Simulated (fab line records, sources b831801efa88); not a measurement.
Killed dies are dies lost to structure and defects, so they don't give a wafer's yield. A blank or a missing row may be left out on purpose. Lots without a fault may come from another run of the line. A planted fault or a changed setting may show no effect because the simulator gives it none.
A struck lot beside a sound one | flow sky130 | 16 steps out of a route of 708
Sound: wafers L654.1, L654.5, L654.6. Struck: wafer L659.1. (L659.3, L659.6 of the same lot were not struck and are left out.) The cause comes at the end.
At each step with rows: each side's tool, then ch and its chambers, then its first start. Under that, the readings that differ: sound wafers | struck wafers | difference of the means | sigmas: that difference in standard deviations of wafers without a fault.
alike: readings whose means differ by less than 2 such deviations, and words and numbers that are the same on both sides. not compared: withheld readings, readings that some wafer has no value for, bounds like >300 that may hide the same value, and numbers for which the record gives no deviation and whose values overlap.
The two part at a step that has a row with sigmas, a row that says differs or no value, or rows on one side only. Numbers that don't overlap but have no deviation are shown without sigmas and don't part them. A reading that every wafer of one side lacks parts them only if that side has two wafers or more.

first, 3 steps without rows for these wafers: SKY_METAL2_EXPOSE_12 (exposes mask MM2, target cd 140 nm); SKY_METAL2_PEB_13; SKY_METAL2_DEVELOP_14 (develop time 60 s).
SKY_METAL2_CD_MEAS_15: target cd 140 nm.
  sound on cd_sem-02, day 36 14:35; struck on cd_sem-01, day 38 10:13
  alike: cd_nm
SKY_METAL2_OVL_MEAS_16:
  sound on overlay-02, day 36 14:43; struck on overlay-02, day 38 10:20
  alike: METAL2_OVL
SKY_METAL2_DESCUM_17: chemistry O2, time 8 s.
  sound on rie_metal-01 ch 0,1, day 36 14:44; struck on rie_metal-04 ch 0, day 38 10:22
  alike: drypump_motor_current_A, oes_product_au
  not compared: rf_hours_counter_h
SKY_METAL2_ETCH_18: etches BARC in N2/H2, stops on SiO2, time 45.9 s, target depth 60 nm.
  sound on rie_metal-01 ch 0,1, day 36 14:46; struck on rie_metal-04 ch 0, day 38 10:24
  alike: drypump_motor_current_A, oes_product_au, throttle_valve_pct
  not compared: rf_hours_counter_h
SKY_METAL2_METAL_ETCH_19: etches the open film in Cl2/BCl3, stops on SiO2, target depth 360 nm, time 78 s.
  sound on rie_metal-01 ch 0,1, day 36 14:50; struck on rie_metal-04 ch 0, day 38 10:28
  alike: drypump_motor_current_A, oes_product_au, throttle_valve_pct
  not compared: rf_hours_counter_h
SKY_METAL2_STRIP_20: strips in O2/N2.
  sound on plasma_asher-01 ch 0,1, day 36 14:56; struck on plasma_asher-01 ch 1, day 38 10:33
  alike: drypump_motor_current_A, oes_product_au, strip_time_to_endpoint_s
  not compared: rf_hours_counter_h
then, 3 steps without rows for these wafers: SKY_METAL2_STRIP_21 (strips in post etch residue remover, time 1200 s); SKY_METAL2_CLEAN_22 (cleans in IPA, time 180 s); SKY_METAL2_CLEAN_23 (cleans in O3/DIW).
SKY_VIA2_HDPCVD_00: deposits SiO2, target thk 1180 nm, time 196.7 s.
  sound on hdpcvd-02 ch 0,1,2, day 36 15:37; struck on hdpcvd-02 ch 1, day 38 11:11
  reading                                  | sound             | struck | difference | sigmas
  run_length_s (s)                         | 225.3 224.6 224.6 | 216.1  | -8.7       | -18
  model.SiO2_of_VIA2_HDPCVD_00.thk_nm (nm) | 1186 1171 1161    | 1101   | -72        |
SKY_VIA2_THK_MEAS_01:
  sound on film_metro-01, day 36 15:44; struck on film_metro-03, day 38 11:32
  reading              | sound          | struck | difference | sigmas
  VIA2_HDPCVD_THK (nm) | 1185 1170 1161 | 1101   | -71        | -6
  not compared: hold
SKY_VIA2_CMP_02: polishes SiO2.
  sound on cmp-02 ch 0,3, day 36 15:50; struck on cmp-01 ch 3, day 38 13:21
  reading                 | sound             | struck                   | difference                   | sigmas
  hold                    | - - -             | await_dispo/1.7h/release | no value on the sound wafers |
  head_pressure_psi (psi) | 3.986 3.991 3.993 | 4.009                    | +0.019                       | +2
  alike: motor_current_A, platen_rpm
-- the record jumps here: 10 days lie between the struck wafers' starts before and after (it left off in module VIA2 and takes up again in module PAD_OPEN, whose first step shown is number 708 of the route) --
SKY_PAD_OPEN_PROBE_99:
  sound on prober-02, day 46 21:44; struck on prober-01, day 48 08:47
  alike: defect_limited_yield, killed_at_M0_to_M3, killed_at_M4_up, killed_at_contacts, killed_at_front_end, killed_at_other, killed_dies, killed_open, killed_short, sort_bin_3_pad_short, sort_bin_5_function, sort_bin_6_memory, sort_n_pass, sort_yield_pct

WHERE THEY PART
First at SKY_VIA2_HDPCVD_00; last, within this record, at SKY_VIA2_CMP_02. Later steps at which nothing parts them and some readings are alike: SKY_PAD_OPEN_PROBE_99.

WHY: what the simulator had put in
Process parameter drift: hdpcvd-02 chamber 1, from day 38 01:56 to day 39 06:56, at SKY_VIA2_HDPCVD_00. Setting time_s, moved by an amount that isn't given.
